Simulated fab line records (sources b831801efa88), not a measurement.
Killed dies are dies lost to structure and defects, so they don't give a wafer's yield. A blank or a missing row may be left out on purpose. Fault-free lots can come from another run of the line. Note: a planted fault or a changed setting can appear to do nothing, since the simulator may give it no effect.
Shared-tool check	flow gf180mcu	Sample size 13 lots and 48 wafers

WHY IT WAS OPENED
Of 13 lots, 3 have the reading HV_LDD_02_OVL flagged at GF_HV_LDD_OVL_MEAS_32. Wafers without a fault read -0.2 nm, standard deviation 1.3.
Rule: a lot is flagged when every wafer of it that has a number lies more than 4 standard deviations from that mean, or none has a number. All remaining lots are regarded as sound.

lot	measured	on	HV_LDD_02_OVL (nm), wafer by wafer	flag
L542	day 11 19:22	overlay-01	2.4 2.1 1.9	
L543	day 12 03:50	overlay-01	-0.6 -0.5 -1.6	
L544	day 12 09:50	overlay-02	0.8 -0.5 -1.3	
L548	day 13 18:31	overlay-01	-0.2 0.7 0.5	
L550	day 14 11:50	overlay-02	240.7 239.9 241.2 241.6 240.4 241.7	FLAGGED
L551	day 14 19:31	overlay-02	240.5 237.8 240.1 240.6 238.8 240.8	FLAGGED
L552	day 14 22:22	overlay-01	-2.1 0.1 -3.3	
L554	day 15 20:28	overlay-01	240.0 241.7 239.8 240.7 242.1 240.4	FLAGGED
L555	day 16 02:08	overlay-01	0.8 -0.7 0.3	
L560	day 17 17:13	overlay-01	-1.9 0.1 -1.3	
L562	day 18 10:13	overlay-01	0.2 2.7 0.7	
L563	day 18 17:10	overlay-01	-1.5 -0.9 -2.5	
L564	day 19 06:56	overlay-02	0.3 1.1 0.9	
The numbers of the flagged lots are 240.5 nm on average: +240.7 nm against the usual, or +99 or more standard deviations.

WHICH TOOL EACH LOT WENT THROUGH
The record holds 2 process steps before the reading, out of a route of 602 steps. Every cell lists first the tool, next ch and the chambers used by the sampled wafers, and last the start.
lot	flag	GF_VT_IMPLANT_STRIP_20	GF_HV_LDD_EXPOSE_28
L542		plasma-asher-03 ch 0,1, day 6 12:30	iline-stepper-01 ch 0, day 11 10:24
L543		plasma-asher-04 ch 0,1, day 6 17:11	iline-stepper-01 ch 0, day 11 18:29
L544		plasma-asher-03 ch 0, day 6 23:45	iline-stepper-01 ch 0, day 12 00:25
L548		plasma-asher-03 ch 0,1, day 8 01:54	iline-stepper-02 ch 0, day 13 08:16
L550	FLAGGED	plasma-asher-01 ch 0,1, day 8 15:53	iline-stepper-02 ch 0, day 14 01:38
L551	FLAGGED	plasma-asher-04 ch 0,1, day 8 20:56	iline-stepper-02 ch 0, day 14 08:44
L552		plasma-asher-04 ch 0,1, day 9 03:05	iline-stepper-01 ch 0, day 14 11:57
L554	FLAGGED	plasma-asher-03 ch 0,1, day 9 20:46	iline-stepper-02 ch 0, day 15 09:19
L555		plasma-asher-04 ch 1, day 9 21:00	iline-stepper-01 ch 0, day 15 15:11
L560		plasma-asher-04 ch 0,1, day 11 06:56	iline-stepper-01 ch 0, day 17 06:08
L562		plasma-asher-04 ch 0,1, day 11 18:03	iline-stepper-01 ch 0, day 17 22:11
L563		plasma-asher-01 ch 0,1, day 12 00:35	iline-stepper-01 ch 0, day 18 04:48
L564		plasma-asher-03 ch 0,1, day 12 11:09	iline-stepper-01 ch 0, day 18 18:46
What is done by these steps:
- GF_VT_IMPLANT_STRIP_20: strips in O2/N2.
- GF_HV_LDD_EXPOSE_28: exposes mask Nplus HV AREA, target cd 400 nm.
- GF_HV_LDD_OVL_MEAS_32

FLAGGED AGAINST TOTAL, ONE TOOL AT A TIME (gauges that did the reading follow at the end)
step	tool	lots run	flagged	share of the flagged lots	sound lots run after its first flagged lot
GF_VT_IMPLANT_STRIP_20	plasma-asher-01	2	1	some	1 (L563)
GF_VT_IMPLANT_STRIP_20	plasma-asher-03	5	1	some	1 (L564)
GF_VT_IMPLANT_STRIP_20	plasma-asher-04	6	1	some	4 (L552,L555,L560,L562)
GF_HV_LDD_EXPOSE_28	iline-stepper-01	9	0	none	-
GF_HV_LDD_EXPOSE_28	iline-stepper-02	4	3	all	0
GF_HV_LDD_OVL_MEAS_32	overlay-01	9	1	some	4 (L555,L560,L562,L563)
GF_HV_LDD_OVL_MEAS_32	overlay-02	4	2	some	1 (L564)

WHAT THE TABLE PERMITS
1 row of the table ran every flagged lot: iline-stepper-02 at GF_HV_LDD_EXPOSE_28.
- iline-stepper-02 at GF_HV_LDD_EXPOSE_28 ran 4 lots, 3 of them flagged. A fault beginning between L548 (day 13 08:16), its last sound lot, and L550 (day 14 01:38), its first flagged one, fits the data.
Just one tool remains: iline-stepper-02 at GF_HV_LDD_EXPOSE_28.

WHAT THE SIMULATOR HAD INSERTED
Scanner matching overlay: iline-stepper-02, from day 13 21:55 on, at GF_HV_LDD_EXPOSE_28. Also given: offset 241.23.
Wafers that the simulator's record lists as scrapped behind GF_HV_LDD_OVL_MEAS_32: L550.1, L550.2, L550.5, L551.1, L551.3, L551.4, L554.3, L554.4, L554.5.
Shown lots that were struck: L550, L551, L554. The rule above reached the same finding.
